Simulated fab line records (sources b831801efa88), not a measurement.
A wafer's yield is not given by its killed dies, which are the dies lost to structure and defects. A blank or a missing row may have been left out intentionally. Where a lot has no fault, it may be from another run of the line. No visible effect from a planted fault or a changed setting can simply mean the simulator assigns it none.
What tool caused it? / flow gf180mcu / at 1 step of a route of 602, 12 lots with 36 wafers sampled

== WHAT THE GAUGES READ, wafer by wafer ==
GF_V4_THK_MEAS_03.
lot=L429; measured=day 23 20:35; on=film_metro-01; V4_CVD_02_THK (nm)=846 855 862
lot=L431; measured=day 24 07:07; on=film_metro-01; V4_CVD_02_THK (nm)=878 867 877
lot=L432; measured=day 24 23:23; on=film_metro-03; V4_CVD_02_THK (nm)=837 839 856
lot=L433; measured=day 25 05:20; on=film_metro-01; V4_CVD_02_THK (nm)=849 860 871
lot=L437; measured=day 26 14:50; on=film_metro-04; V4_CVD_02_THK (nm)=855 860 859
lot=L439; measured=day 27 06:49; on=film_metro-04; V4_CVD_02_THK (nm)=852 865 857
lot=L444; measured=day 28 17:29; on=film_metro-03; V4_CVD_02_THK (nm)=846 868 862
lot=L446; measured=day 29 04:49; on=film_metro-01; V4_CVD_02_THK (nm)=854 861 856
lot=L448; measured=day 29 22:06; on=film_metro-04; V4_CVD_02_THK (nm)=854 855 854
lot=L449; measured=day 29 23:38; on=film_metro-01; V4_CVD_02_THK (nm)=862 871 867
lot=L450; measured=day 30 04:10; on=film_metro-01; V4_CVD_02_THK (nm)=861 884 871
lot=L452; measured=day 30 18:24; on=film_metro-01; V4_CVD_02_THK (nm)=847 847 860

== WHAT TOOL EACH LOT RAN ON (gives the tool, then ch and the chambers of the sampled wafers, and finally the start) ==
Record: no process step prior to these readings.

== WHAT THE TOOLS THEMSELVES READ (means of the sampled wafers that have a number; where no wafer has one, the mark that the record gives instead) ==
The record holds no such reading with a usual standard deviation.

== THE ANSWER, worked out from the rows above alone ==
Rule: the usual values come from the lots themselves. The widest of any qualifying gaps counts: lots, ordered by their means at a reading, are off when they make up no more than a third of the lots, leave a main group of 4 or more, and stand apart from it by 3 or more times the standard deviation of that group's means. If all means in a main group match to the digits the tables above print for the reading, that group is not used. A lot without any number at a reading at which 4 lots or more have one is off too. All remaining lots with rows at the step are treated as sound. After the gauges, taken in route order, come the tools' own readings; for these a lot's mean is taken, as printed above. At the first step where some lot is off, the reading lying furthest off is the one used; lots without a number count as furthest.
No lot is off on any of the readings shown, so nothing can be concluded from this.

== WHAT WAS PUT IN BY THE SIMULATOR ==
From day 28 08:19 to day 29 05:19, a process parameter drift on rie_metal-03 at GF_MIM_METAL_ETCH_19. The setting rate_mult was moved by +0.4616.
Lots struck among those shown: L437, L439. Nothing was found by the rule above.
